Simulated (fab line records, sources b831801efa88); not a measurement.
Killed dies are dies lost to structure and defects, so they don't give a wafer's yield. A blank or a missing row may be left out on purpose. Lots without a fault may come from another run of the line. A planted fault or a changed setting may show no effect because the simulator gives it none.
fab line records | flow gf180mcu
record lots=14 wafers=42 last_day=34
route steps=602 shown POLY_GATE@174 HV_LDD@213 NSD@239
lots that met no fault: from a run of the same line without faults
start_h: hours from the record's first day to the start of the lot's first wafer shown | wait_h: hours since the lot's step before | " the same as in the row above | L1.1+2: a row that stands for several wafers | - no value, or no start given | * or withheld: withheld | < > ~ a bound
route shown NAME@n: a module of which the file shows steps, and the number in the route of the first | usual: mean/standard deviation of fault-free wafers | same: alike in all rows | chamber/n: place in a boat | sites: the reading at each site | _std_site: their standard deviation | _edge_site: outer sites' mean less inner sites' | radius_mm: how far each site lies from the wafer's centre | mask NAME#n: copy n | behind: the tool/chamber that last shaped the wafer | hold: why the lot was held/for how many hours/how that ended | device: the transistor (n, p or np) that didn't switch | end of line: the same wafers' tests at the end of the route | a step without rows: its recipe alone | killed: dies lost to structure and defects at the first sort, not the wafer's yield | map: a wafer's dies, x killed, . not, _ none there
set.NAME: the setting as run; set.NAME@STEP: as run at that earlier step | model.NAME: the simulator's own value behind a step, which no gauge read
steps of the route over a sample of lots; a table a step, a row a wafer
services: from which hour (start_h, from the record's first day; less than 0 if before it) a tool's chamber was out of use, for how many hours, and why
## steps
# step GF_POLY_GATE_THK_MEAS_17
# recipe reads=SiO2_of_POLY_GATE_OXIDATION_16
# usual POLY_GATE_OXIDATION_THK=3.99/0.092
# columns lot.wafer tool chamber start_h wait_h POLY_GATE_OXIDATION_THK[nm]
L935.1 film_metro-01 - 198.65 0.0 4.12
L935.2 " - " " 4.13
L935.5 " - " " 4.13
L936.2 film_metro-01 - 204.42 0.0 4.01
L936.3 " - " " 4.04
L936.6 " - " " 4.09
L937.3 film_metro-02 - 211.38 0.0 3.90
L937.4 " - " " 3.89
L937.5 " - " " 3.88
L940.1 film_metro-01 - 235.31 0.0 3.97
L940.4 " - " " 3.97
L940.5 " - " " 3.89
L941.1 film_metro-01 - 240.61 0.0 4.04
L941.2 " - " " 4.05
L941.5 " - " " 3.98
L945.3 film_metro-01 - 274.64 0.0 3.90
L945.5 " - " " 3.94
L945.6 " - " " 3.89
L946.1 film_metro-02 - 277.40 0.0 3.96
L946.4 " - " " 3.98
L946.6 " - " " 4.03
L949.2 film_metro-03 - 303.38 0.0 3.81
L949.4 " - " " 3.86
L949.5 " - " " 3.88
L950.4 film_metro-02 - 309.82 0.0 3.93
L950.5 " - " " 4.06
L950.6 " - " " 3.92
L952.1 film_metro-03 - 321.30 0.0 4.05
L952.2 " - " " 4.01
L952.4 " - " " 4.11
L953.3 film_metro-01 - 334.23 0.0 3.94
L953.4 " - " " 3.91
L953.5 " - " " 3.90
L954.2 film_metro-01 - 338.42 0.0 3.92
L954.3 " - " " 3.90
L954.4 " - " " 4.00
L956.1 film_metro-03 - 350.45 0.0 3.95
L956.2 " - " " 4.00
L956.4 " - " " 4.00
L957.1 film_metro-03 - 359.95 0.0 4.12
L957.2 " - " " 4.14
L957.3 " - " " 4.01
# step GF_HV_LDD_STRIP_37
# recipe chemistry=O2/N2 power_w=1400 pressure_mtorr=1500 platen_temp_c=250 o2_flow_sccm=3000 n2_flow_sccm=300 overash_fraction=0.5
# usual drypump_motor_current_A=5.9/0.54 heater_power_w=355/44 oes_product_au=0.716/0.0042 strip_time_to_endpoint_s=12.64/0.038
# columns lot.wafer tool chamber start_h wait_h drypump_motor_current_A heater_power_w oes_product_au rf_hours_counter_h strip_time_to_endpoint_s
L935.1 plasma_asher-01 1 255.80 0.1 6.5 404 0.719 15 12.64
L935.2 " 0 " " 6.1 346 0.717 15 12.65
L935.5 " 0 " " 6.1 334 0.714 - 12.61
L936.2 plasma_asher-01 1 261.80 0.1 6.5 404 0.714 16 12.66
L936.3 " 0 " " 6.1 330 0.715 - 12.64
L936.6 " 0 " " 6.1 338 0.705 - 12.66
L937.3 plasma_asher-04 0 268.88 0.1 6.2 303 0.712 - 12.60
L937.4 " 1 " " 5.9 319 0.709 - 12.59
L937.5 " 1 " " 5.9 324 0.714 - 12.62
L940.1 plasma_asher-04 0 295.05 0.1 6.2 297 0.714 49 12.60
L940.4 " 1 " " 5.9 330 0.717 - 12.57
L940.5 " 1 " " 5.9 329 0.714 - 12.63
L941.1 plasma_asher-01 0 301.40 0.1 6.1 339 0.716 20 12.61
L941.2 " 1 " " 6.5 413 0.714 20 12.60
L941.5 " 1 " " 6.5 406 0.716 - 12.62
L945.3 plasma_asher-01 0 338.53 0.1 6.1 336 0.717 - 12.59
L945.5 " 1 " " 6.5 409 0.713 - 12.61
L945.6 " 0 " " 6.1 336 0.714 - 12.57
L946.1 plasma_asher-01 0 340.35 0.1 6.1 335 0.714 23 12.59
L946.4 " 1 " " 6.5 412 0.712 - 12.58
L946.6 " 0 " " 6.1 341 0.719 - 12.60
L949.2 plasma_asher-04 1 368.65 0.1 5.9 331 0.725 57 12.65
L949.4 " 1 " " 5.9 326 0.721 - 12.66
L949.5 " 0 " " 6.2 291 0.718 - 12.68
L950.4 plasma_asher-04 1 374.54 0.1 5.9 333 0.714 - 12.60
L950.5 " 0 " " 6.2 296 0.720 - 12.64
L950.6 " 1 " " 5.9 334 0.720 - 12.63
L952.1 plasma_asher-04 1 387.50 0.1 5.9 329 0.718 59 12.66
L952.2 " 0 " " 6.2 299 0.721 59 12.66
L952.4 " 1 " " 5.9 321 0.719 - 12.62
L953.3 plasma_asher-03 1 402.18 0.1 4.8 346 0.719 - 12.61
L953.4 " 0 " " 6.0 420 0.717 - 12.62
L953.5 " 1 " " 4.8 352 0.720 - 12.61
L954.2 plasma_asher-03 0 407.75 0.1 6.0 424 0.715 79 12.66
L954.3 " 0 " " 6.0 426 0.719 - 12.59
L954.4 " 1 " " 4.8 353 0.719 - 12.64
L956.1 plasma_asher-04 0 420.40 0.1 6.2 293 0.706 63 12.67
L956.2 " 1 " " 5.9 333 0.714 63 12.71
L956.4 " 1 " " 5.9 325 0.718 - 12.67
L957.1 plasma_asher-04 1 430.75 0.1 5.9 330 0.709 64 12.66
L957.2 " 0 " " 6.2 301 0.720 64 12.67
L957.3 " 1 " " 5.9 333 0.711 - 12.72
# step GF_HV_LDD_STRIP_49
# recipe chemistry=O2/N2 power_w=1400 pressure_mtorr=1500 platen_temp_c=250 o2_flow_sccm=3000 n2_flow_sccm=300 overash_fraction=0.5
# usual drypump_motor_current_A=5.9/0.57 heater_power_w=363/42 oes_product_au=0.716/0.0049 strip_time_to_endpoint_s=12.64/0.034
# columns lot.wafer tool chamber start_h wait_h drypump_motor_current_A heater_power_w oes_product_au rf_hours_counter_h strip_time_to_endpoint_s
L935.1 plasma_asher-03 1 275.45 0.1 4.8 354 0.723 65 12.61
L935.2 " 0 " " 6.0 416 0.726 65 12.60
L935.5 " 0 " " 6.0 414 0.721 - 12.62
L936.2 plasma_asher-01 1 281.95 0.1 6.5 419 0.712 18 12.63
L936.3 " 0 " " 6.1 347 0.717 - 12.70
L936.6 " 0 " " 6.1 338 0.707 - 12.63
L937.3 plasma_asher-03 1 289.83 0.1 4.8 353 0.715 - 12.66
L937.4 " 0 " " 6.0 417 0.720 - 12.66
L937.5 " 1 " " 4.8 342 0.721 - 12.63
L940.1 plasma_asher-04 0 316.80 0.1 6.2 304 0.705 52 12.62
L940.4 " 1 " " 5.9 335 0.718 - 12.63
L940.5 " 1 " " 5.9 330 0.726 - 12.67
L941.1 plasma_asher-03 1 322.80 0.1 4.8 350 0.709 70 12.65
L941.2 " 0 " " 6.0 421 0.711 70 12.66
L941.5 " 1 " " 4.8 345 0.717 - 12.67
L945.3 plasma_asher-01 0 360.34 0.1 6.1 340 0.710 - 12.63
L945.5 " 1 " " 6.5 406 0.718 - 12.62
L945.6 " 0 " " 6.1 334 0.714 - 12.59
L946.1 plasma_asher-04 1 362.25 0.1 5.9 330 0.722 56 12.58
L946.4 " 1 " " 5.9 326 0.717 - 12.54
L946.6 " 0 " " 6.2 303 0.714 - 12.57
L949.2 plasma_asher-03 1 391.85 0.1 4.8 347 0.723 77 12.64
L949.4 " 1 " " 4.8 348 0.716 - 12.64
L949.5 " 1 " " 4.8 350 0.723 - 12.68
L950.4 plasma_asher-03 0 397.53 0.1 6.0 423 0.711 - 12.66
L950.5 " 0 " " 6.0 406 0.713 - 12.66
L950.6 " 1 " " 4.8 340 0.725 - 12.64
L952.1 plasma_asher-01 0 410.85 0.1 6.1 338 0.712 30 12.63
L952.2 " 1 " " 6.5 406 0.716 30 12.65
L952.4 " 0 " " 6.1 326 0.721 - 12.61
L953.3 plasma_asher-01 0 425.78 0.1 6.1 338 0.709 - 12.68
L953.4 " 1 " " 6.5 410 0.712 - 12.61
L953.5 " 0 " " 6.1 336 0.719 - 12.63
L954.2 plasma_asher-04 1 432.15 0.1 5.9 332 0.719 64 12.65
L954.3 " 0 " " 6.2 302 0.723 - 12.59
L954.4 " 1 " " 5.9 321 0.718 - 12.65
L956.1 plasma_asher-01 0 445.40 0.1 6.1 342 0.718 32 12.67
L956.2 " 1 " " 6.5 401 0.727 32 12.62
L956.4 " 1 " " 6.5 416 0.713 - 12.63
L957.1 plasma_asher-03 0 455.57 0.1 6.0 406 0.714 85 12.56
L957.2 " 1 " " 4.8 345 0.714 85 12.62
L957.3 " 0 " " 6.0 413 0.713 - 12.61
# step GF_NSD_EXPOSE_04
# recipe mask_id=Nplus target_cd_nm=400 na=0.6 source_shape=conventional sigma_outer=0.6 dose_mj=140
# usual exposure_dose_mJ_cm2=140.02/0.12 focus_offset_nm=0.0/0.48 sigma_outer=0.6/0
# columns lot.wafer tool chamber start_h wait_h mask exposure_dose_mJ_cm2 focus_offset_nm sigma_outer
L935.1 iline_stepper-01 0 288.39 - Nplus#0 140.23 -1.0 0.6
L935.2 " 0 " " Nplus#0 140.05 0.0 0.6
L935.5 " 0 " " Nplus#0 140.10 -0.1 0.6
L936.2 iline_stepper-01 0 294.91 - Nplus#0 140.10 0.2 0.6
L936.3 " 0 " " Nplus#0 140.06 -0.4 0.6
L936.6 " 0 " " Nplus#0 140.40 0.2 0.6
L937.3 iline_stepper-01 0 302.33 - Nplus#0 140.03 -0.3 0.6
L937.4 " 0 " " Nplus#0 140.01 -0.1 0.6
L937.5 " 0 " " Nplus#0 140.01 -0.2 0.6
L940.1 iline_stepper-01 0 330.96 - Nplus#0 139.98 0.8 0.6
L940.4 " 0 " " Nplus#0 140.05 -0.4 0.6
L940.5 " 0 " " Nplus#0 139.91 0.3 0.6
L941.1 iline_stepper-02 0 336.52 - Nplus#0 139.95 0.3 0.6
L941.2 " 0 " " Nplus#0 140.14 -0.2 0.6
L941.5 " 0 " " Nplus#0 140.27 0.6 0.6
L945.3 iline_stepper-01 - 374.51 - Nplus#0 - - -
L945.5 " - " " Nplus#0 - - -
L945.6 " - " " Nplus#0 - - -
L946.1 iline_stepper-01 - 377.00 - Nplus#0 - - -
L946.4 " - " " Nplus#0 - - -
L946.6 " - " " Nplus#0 - - -
L949.2 iline_stepper-02 0 406.71 - Nplus#0 140.25 -0.5 0.6
L949.4 " 0 " " Nplus#0 140.08 0.2 0.6
L949.5 " 0 " " Nplus#0 140.03 -0.1 0.6
L950.4 iline_stepper-01 0 412.58 - Nplus#0 139.74 -0.4 0.6
L950.5 " 0 " " Nplus#0 139.97 0.6 0.6
L950.6 " 0 " " Nplus#0 140.05 -0.2 0.6
L952.1 iline_stepper-01 0 427.36 - Nplus#0 140.03 0.5 0.6
L952.2 " 0 " " Nplus#0 140.06 0.6 0.6
L952.4 " 0 " " Nplus#0 139.79 1.1 0.6
L953.3 iline_stepper-01 0 442.13 - Nplus#0 139.89 -0.2 0.6
L953.4 " 0 " " Nplus#0 140.20 -0.3 0.6
L953.5 " 0 " " Nplus#0 140.12 -0.5 0.6
L954.2 iline_stepper-01 0 446.76 - Nplus#0 139.81 0.7 0.6
L954.3 " 0 " " Nplus#0 139.97 -1.1 0.6
L954.4 " 0 " " Nplus#0 139.88 0.2 0.6
L956.1 iline_stepper-02 0 461.04 - Nplus#0 139.96 0.5 0.6
L956.2 " 0 " " Nplus#0 139.94 0.4 0.6
L956.4 " 0 " " Nplus#0 140.01 0.0 0.6
L957.1 iline_stepper-02 0 470.84 - Nplus#0 139.82 0.0 0.6
L957.2 " 0 " " Nplus#0 139.89 -0.2 0.6
L957.3 " 0 " " Nplus#0 139.85 0.5 0.6
## services
# columns tool chamber start_h hours kind
plasma_asher-04 - 274.91 2.8 pm
plasma_asher-03 - 277.39 1.5 repair
iline_stepper-02 - 283.11 4.4 pm
iline_stepper-01 - 292.14 1.7 pm
iline_stepper-02 - 294.86 2.4 repair
plasma_asher-01 - 304.10 3.2 repair
iline_stepper-01 - 313.72 1.0 repair
iline_stepper-02 - 339.81 7.3 repair
iline_stepper-02 - 372.68 4.6 repair
iline_stepper-01 - 380.80 4.4 pm
iline_stepper-01 - 415.91 2.1 pm
iline_stepper-01 - 418.00 - consumable_replace:lamp
plasma_asher-01 - 427.12 15.2 repair
## key
first_sign step=GF_NSD_EXPOSE_04 reading=tool_record direction=missing
effect none on later readings
met_at GF_NSD_EXPOSE_04
struck_lots L945,L946
sort_left_out L945.3,L945.5,L945.6,L946.1,L946.4,L946.6
tester_left_out L945,L946
not_acting_at GF_POLY_GATE_THK_MEAS_17,GF_HV_LDD_STRIP_37,GF_HV_LDD_STRIP_49
onset_between 330.96 374.51
fault kind=skipped_step_whole tool=iline_stepper-01 chamber=- onset_h=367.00 steps=GF_NSD_EXPOSE_04 scope=struck_lots_only
# tester_left_out: of these lots the tester's yield and bins aren't shown, on N5 and GAA mostly nor the transistor test; their killed dies are dies lost to structure and defects alone, not to doping, threshold or leakage, so they don't give the yield
# sort_left_out: the simulated sort isn't trusted on such a fault, so these wafers' sort isn't shown, and their yield isn't known
